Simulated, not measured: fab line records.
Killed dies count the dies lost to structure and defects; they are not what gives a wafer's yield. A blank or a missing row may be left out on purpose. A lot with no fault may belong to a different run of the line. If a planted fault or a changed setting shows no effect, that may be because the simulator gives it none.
Struck lot and sound lot, side by side | flow sfq-line | 21 out of 325 route steps
Sound: these wafers, L842.2, L842.5, L842.6. Struck: wafers L851.2, L851.5, L851.6. The cause comes at the end.
For every step that has rows: the tool of each side, followed by ch and its chambers, followed by its first start. Under that, the readings that differ: sound wafers | struck wafers | difference of the means | sigmas: that difference in standard deviations of wafers without a fault.
alike: readings whose means differ by less than 2 such deviations, and words and numbers that are the same on both sides. not compared: withheld readings, readings that some wafer has no value for, bounds like >300 that may hide the same value, and numbers for which the record gives no deviation and whose values overlap.
A row with sigmas, a row that says differs or no value, or rows on one side alone: a step with any of these is where the two part. When numbers do not overlap yet have no deviation, they are printed without sigmas and do not part them. Lack of a reading on every wafer of one side parts them only where that side has two or more wafers.

first, 2 steps without rows for these wafers: SFQ_TRILAYER_M2_LITHO_PEB_060 (peb time 60 s); SFQ_TRILAYER_M2_LITHO_DEVELOP_059 (time 60 s).
SFQ_M2_OVL_MEAS_916:
  sound on overlay-01 at day 32 07:21; struck on overlay-01 at day 35 17:27
  alike: M2_OVL
SFQ_TRILAYER_M2_BARC_OPEN_METAL_ETCH_077: etches BARC in O2, target depth 125 nm, time 41.7 s.
  sound on rie-metal-02 ch 0,1, day 32 07:23; struck on rie-metal-01 ch 1, day 35 17:30
  alike: drypump-motor-current-A, oes-product-au
  not compared: rf-hours-counter-h
SFQ_TRILAYER_M2_ETCH_METAL_ETCH_060: etches Nb in Cl2/Ar, stops on SiO2, target depth 240 nm, time 120 s.
  sound on rie-metal-02 ch 0,1, day 32 07:26; struck on rie-metal-01 ch 1, day 35 17:38
  alike: drypump-motor-current-A, oes-product-au
  not compared: rf-hours-counter-h
SFQ_TRILAYER_M2_STRIP_STRIP_061: strips in O2.
  sound on rie-metal-02 ch 0,1, day 32 07:34; struck on rie-metal-01 ch 1, day 35 18:03
  alike: drypump-motor-current-A, oes-product-au, platen-temp-c
  not compared: rf-hours-counter-h
then, 1 step without rows for these wafers: SFQ_TRILAYER_M2_STRIP_SOLV_CLEAN_062 (cleans in NMP, time 600 s).
SFQ_TRILAYER_I2_DEP_PECVD_063: deposits SiO2 from SiH4/N2O, time 111.11 s, target thk 500 nm.
  sound on pecvd-02 ch 0,1,2, day 32 08:33; struck on pecvd-01 ch 0,1,2, day 35 19:13
  alike: heater-power-w, throttle-valve-pct
SFQ_TRILAYER_I2_CMP_CMP_064: polishes SiO2.
  sound on cmp-01 ch 1,2, day 32 10:41; struck on cmp-02 ch 0,1,2, day 36 03:56
  alike: head-pressure-psi, motor-current-A, retaining-ring-pressure-frac, time-to-endpoint-s
SFQ_I2_BOW_MEAS_917:
  sound on film-metro-02 at day 32 13:42; struck on film-metro-02 at day 36 05:27
  alike: I2_BOW
then, 2 steps without rows for these wafers: SFQ_TRILAYER_I2_METRO_MEASURE_065; SFQ_TRILAYER_I2_VIA_LITHO_COAT_072 (resist thk 62 nm).
SFQ_TRILAYER_I2_VIA_LITHO_COAT_067: resist thk 650 nm.
  sound on litho-track-04 ch 0, day 32 15:21; struck on litho-track-04 ch 0, day 36 07:06
  reading                                                 | sound                | struck               | difference | sigmas
  spin-speed-rpm (rpm)                                    | 3001.1 3001.4 3002.7 | 2939.3 2940.7 2940.5 | -61.6      | -34
  model.KrF_of_TRILAYER_I2_VIA_LITHO_COAT_067.thk-nm (nm) | 649.2 650.1 648.4    | 656.9 655.6 656      | +6.9       |
then, 4 steps without rows for these wafers: SFQ_TRILAYER_I2_VIA_LITHO_SOFTBAKE_071; SFQ_TRILAYER_I2_VIA_LITHO_EXPOSE_068 (exposes mask I2, target cd 500 nm); SFQ_TRILAYER_I2_VIA_LITHO_PEB_070 (peb time 60 s); SFQ_TRILAYER_I2_VIA_LITHO_DEVELOP_069 (time 60 s).
-- the record jumps here: 6 days lie between the struck wafers' starts before and after --
SFQ_I2_OVL_MEAS_918:
  sound on overlay-01 at day 38 05:34; struck on overlay-01 at day 42 01:22
  alike: I2_OVL
then, 1 step without rows for these wafers: SFQ_TRILAYER_I2_VIA_BARC_OPEN_VIA_ETCH_096 (etches BARC in O2, target depth 125 nm, time 41.7 s).
SFQ_TRILAYER_I2_VIA_ETCH_VIA_ETCH_070: etches SiO2 in CHF3, stops on Nb, target depth 260 nm.
  sound on rie-diel-01 ch 0,3, day 38 05:38; struck on rie-diel-03 ch 1,2, day 42 01:26
  reading                                                 | sound           | struck            | difference | sigmas
  model.KrF_of_TRILAYER_I2_VIA_LITHO_COAT_067.thk-nm (nm) | 527.9 529 527.5 | 537.9 535.1 536.5 | +8.4       |
  alike: drypump-motor-current-A, oes-product-au
then, 1 step without rows for these wafers: SFQ_TRILAYER_I2_VIA_STRIP_STRIP_071 (strips in O2).

== WHERE THEY PART ==
Only at SFQ_TRILAYER_I2_VIA_LITHO_COAT_067, as far as this record shows. Later steps at which nothing parts them and some readings are alike: SFQ_I2_OVL_MEAS_918, SFQ_TRILAYER_I2_VIA_ETCH_VIA_ETCH_070.

WHY: what the simulator had put in
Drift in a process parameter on litho-track-04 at SFQ_TRILAYER_I2_VIA_LITHO_COAT_067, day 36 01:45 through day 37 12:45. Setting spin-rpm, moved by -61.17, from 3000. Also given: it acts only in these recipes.
